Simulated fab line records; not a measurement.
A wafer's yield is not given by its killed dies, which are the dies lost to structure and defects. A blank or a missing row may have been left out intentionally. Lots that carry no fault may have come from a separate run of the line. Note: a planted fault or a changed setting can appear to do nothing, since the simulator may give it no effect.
Which of the tools did it?    flow gf180mcu    6 lots, 18 wafers sampled, at 4 steps of a route of 602

## WHAT EACH GAUGE READ, for each wafer
GF_PASSIVATION_THK_MEAS_01.
lot   measured      on            PASSIVATION_CVD_00_THK (nm)
L811  day 28 14:20  filmMetro-04  968 997 996
L813  day 29 08:10  filmMetro-04  988 989 992
L816  day 30 11:16  filmMetro-01  969 993 1000
L821  day 31 17:32  filmMetro-04  978 994 999
L829  day 33 09:43  filmMetro-04  1020 1038 1034
L832  day 34 00:24  filmMetro-04  983 985 972

## EACH LOT AND THE TOOL THAT RAN IT (in order: tool; ch and the chambers of the sampled wafers; start)
lot   GF_V3_ETCH_17                                 GF_M4_STRIP_17                       GF_PASSIVATION_CVD_00
L811  rieDiel-01 ch 2,3, day 23 21:55 or earlier    plasmaAsher-03 ch 0,1, day 23 21:55  pecvd-03 ch 0,1,2, day 28 14:14
L813  rieDiel-01 ch 0,1,3, day 24 19:14 or earlier  plasmaAsher-04 ch 0,1, day 24 19:14  pecvd-04 ch 0,2, day 29 08:05
L816  rieDiel-04 ch 2,3, day 26 01:36 or earlier    plasmaAsher-03 ch 0, day 26 01:36    pecvd-01 ch 0,1,2, day 30 11:11
L821  rieDiel-04 ch 1,3, day 27 14:09 or earlier    plasmaAsher-04 ch 0,1, day 27 14:09  pecvd-03 ch 0,1, day 31 17:26
L829  rieDiel-03 ch 2,3, day 29 11:48 or earlier    plasmaAsher-02 ch 0,1, day 29 11:48  pecvd-04 ch 1,2, day 33 09:37
L832  rieDiel-04 ch 1,2,3, day 30 04:57 or earlier  plasmaAsher-02 ch 0,1, day 30 04:57  pecvd-01 ch 0,1,2, day 34 00:20
- GF_V3_ETCH_17: etches SiO2 in C4F8/O2/Ar, stops on TiN, target depth 635 nm.
- GF_M4_STRIP_17: strips in O2/N2.
- GF_PASSIVATION_CVD_00: deposits SiO2 from TEOS, target thk 1000 nm, time 111.95 s.

## THE ANSWER, worked out from the rows above alone
Rule: the lots themselves supply what counts as usual. Put in order of their means at a reading, lots are off if they are a third of the lots or fewer, leave a main group of 4 or more, and stand apart from it by a gap of 3 or more times the standard deviation of the main group's means; of several such gaps the widest counts. A main group whose means are all the same, to the digits that the tables above print for the reading, isn't used. A lot without any number at a reading at which 4 lots or more have one is off too. All remaining lots with rows at the step are treated as sound.
Off: L829, seen at GF_PASSIVATION_THK_MEAS_01 (PASSIVATION_CVD_00_THK). The main group: mean 987 nm, standard deviation 3.7.
A tool fits if, at a process step before that reading, it ran every lot that is off, and no sound lot after the first of them. Gauges at GF_PASSIVATION_THK_MEAS_01: tried the same way as those tools. GF_V3_ETCH_17 gives no start for some lots, so the hours and the order of its lots are those of GF_M4_STRIP_17. 2 tools fit, rieDiel-03 at GF_V3_ETCH_17 and pecvd-04 at GF_PASSIVATION_CVD_00, so this cannot tell which one it is.

## WHAT THE SIMULATOR PUT IN
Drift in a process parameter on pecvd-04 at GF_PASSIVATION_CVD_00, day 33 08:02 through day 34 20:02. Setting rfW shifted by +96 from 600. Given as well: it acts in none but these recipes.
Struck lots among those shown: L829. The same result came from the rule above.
